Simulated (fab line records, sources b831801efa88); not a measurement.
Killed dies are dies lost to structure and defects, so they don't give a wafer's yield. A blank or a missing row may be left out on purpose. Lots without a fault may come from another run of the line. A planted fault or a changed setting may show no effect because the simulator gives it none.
Which tool did it? | flow gf180mcu | 13 lots, 37 wafers sampled, at 3 steps of a route of 602

WHAT THE GAUGES READ, wafer by wafer
GF_MVSD_OVL_MEAS_07.
lot  | measured    | on         | MVSD_OVL (nm)
L191 | day 4 10:08 | overlay-01 | 1.3 -3.0 -0.2
L192 | day 4 18:17 | overlay-01 | -0.4 -1.9 -1.6
L193 | day 4 22:34 | overlay-02 | 1.5 1.0 2.0
L194 | day 5 04:09 | overlay-02 | 0.3 1.1 1.0
L195 | day 5 09:29 | overlay-01 | -3.2 -2.7 -3.7
L196 | day 5 13:59 | overlay-01 | 0.5 -0.5 -0.9
L197 | day 5 21:14 | overlay-01 | 0.1 0.6 0.1
L203 | day 7 07:11 | overlay-01 | 0.4 2.1 0.1
L207 | day 8 05:18 | overlay-02 | -0.4
L210 | day 9 01:01 | overlay-01 | -1.6 -0.7 -2.5
L211 | day 9 09:21 | overlay-01 | -0.2 0.1 -0.6
L212 | day 9 20:50 | overlay-01 | -0.5 0.1 -0.7
L213 | day 9 20:08 | overlay-02 | 1.1 1.8 -1.3

WHICH TOOL RAN EACH LOT (tool, then ch and the chambers of the sampled wafers, then the start)
lot  | GF_STI_ETCH_14                  | GF_STI_WET_ETCH_26
L191 | rie_si-01 ch 0,3, day 2 02:31   | wet_bench-03 ch 2, day 2 04:40
L192 | rie_si-01 ch 0,1,3, day 2 09:26 | wet_bench-03 ch 0, day 2 11:53
L193 | rie_si-02 ch 0,1,2, day 2 12:40 | wet_bench-04 ch 2, day 2 15:35
L194 | rie_si-02 ch 0,2, day 2 17:52   | wet_bench-03 ch 0, day 2 20:01
L195 | rie_si-02 ch 0,1, day 2 23:19   | wet_bench-04 ch 1, day 3 01:33
L196 | rie_si-01 ch 0,1,3, day 3 03:14 | wet_bench-03 ch 2, day 3 05:23
L197 | rie_si-01 ch 1,2,3, day 3 09:47 | wet_bench-03 ch 1, day 3 11:56
L203 | rie_si-01 ch 0,1,2, day 4 15:50 | wet_bench-04 ch 3, day 4 17:58
L207 | rie_si-02 ch 1, day 5 11:02     | wet_bench-03 ch 1, day 5 13:23
L210 | rie_si-01 ch 0,1,2, day 6 04:25 | wet_bench-01 ch 3, day 6 06:35
L211 | rie_si-01 ch 1,3, day 6 09:23   | wet_bench-04 ch 3, day 6 11:33
L212 | rie_si-01 ch 2,3, day 6 14:38   | wet_bench-01 ch 3, day 6 20:53
L213 | rie_si-01 ch 0,2, day 6 18:32   | wet_bench-01 ch 2, day 6 20:59
- GF_STI_ETCH_14: etches Si in HBr/Cl2/O2, target depth 360 nm, time 102.9 s.
- GF_STI_WET_ETCH_26: etches SiO2 in dHF, target depth 94 nm, time 188 s.

WHAT THE TOOLS THEMSELVES READ (means of the sampled wafers that have a number; where no wafer has one, the mark that the record gives instead)
GF_STI_ETCH_14.
lot  | tool      | drypump_motor_current_A (A) | oes_product_au (a.u.) | throttle_valve_pct (%)
L191 | rie_si-01 | 5.7                         | 0.998                 | 25.656
L192 | rie_si-01 | 5.9                         | 0.996                 | 25.656
L193 | rie_si-02 | 6.1                         | 0.995                 | 25.662
L194 | rie_si-02 | 6.3                         | 0.999                 | 25.653
L195 | rie_si-02 | 5.8                         | 0.991                 | 25.669
L196 | rie_si-01 | 5.9                         | 0.990                 | 25.662
L197 | rie_si-01 | 5.7                         | 0.991                 | 25.661
L203 | rie_si-01 | 5.5                         | 0.998                 | 25.657
L207 | rie_si-02 | 5.7                         | 0.982                 | 25.662
L210 | rie_si-01 | 5.5                         | 0.994                 | 25.667
L211 | rie_si-01 | 6.0                         | 0.999                 | 25.664
L212 | rie_si-01 | 5.7                         | 0.992                 | 25.661
L213 | rie_si-01 | 5.1                         | 0.991                 | 25.659

GF_STI_WET_ETCH_26.
lot  | tool         | temp_c (C)
L191 | wet_bench-03 | 24.87
L192 | wet_bench-03 | 24.94
L193 | wet_bench-04 | 24.78
L194 | wet_bench-03 | 24.89
L195 | wet_bench-04 | 24.99
L196 | wet_bench-03 | 25.01
L197 | wet_bench-03 | 24.95
L203 | wet_bench-04 | 25.10
L207 | wet_bench-03 | 24.56
L210 | wet_bench-01 | 25.01
L211 | wet_bench-04 | 25.16
L212 | wet_bench-01 | 24.98
L213 | wet_bench-01 | 24.98

THE ANSWER, worked out from the rows above alone
Rule: what is usual is taken from the lots themselves. Put in order of their means at a reading, lots are off if they are a third of the lots or fewer, leave a main group of 4 or more, and stand apart from it by a gap of 3 or more times the standard deviation of the main group's means; of several such gaps the widest counts. A main group whose means are all the same, to the digits that the tables above print for the reading, isn't used. A lot without any number at a reading at which 4 lots or more have one is off too. The other lots that the step has rows for count as sound. The gauges are gone through in route order, then the tools' own readings, and for those a lot's mean is taken as printed above. The first step at which some lot is off is used, and at that step the reading that is off furthest; a lot without a number counts as furthest.
No lot is off at any reading shown: from this, nothing can be told.

WHAT THE SIMULATOR HAD PUT IN
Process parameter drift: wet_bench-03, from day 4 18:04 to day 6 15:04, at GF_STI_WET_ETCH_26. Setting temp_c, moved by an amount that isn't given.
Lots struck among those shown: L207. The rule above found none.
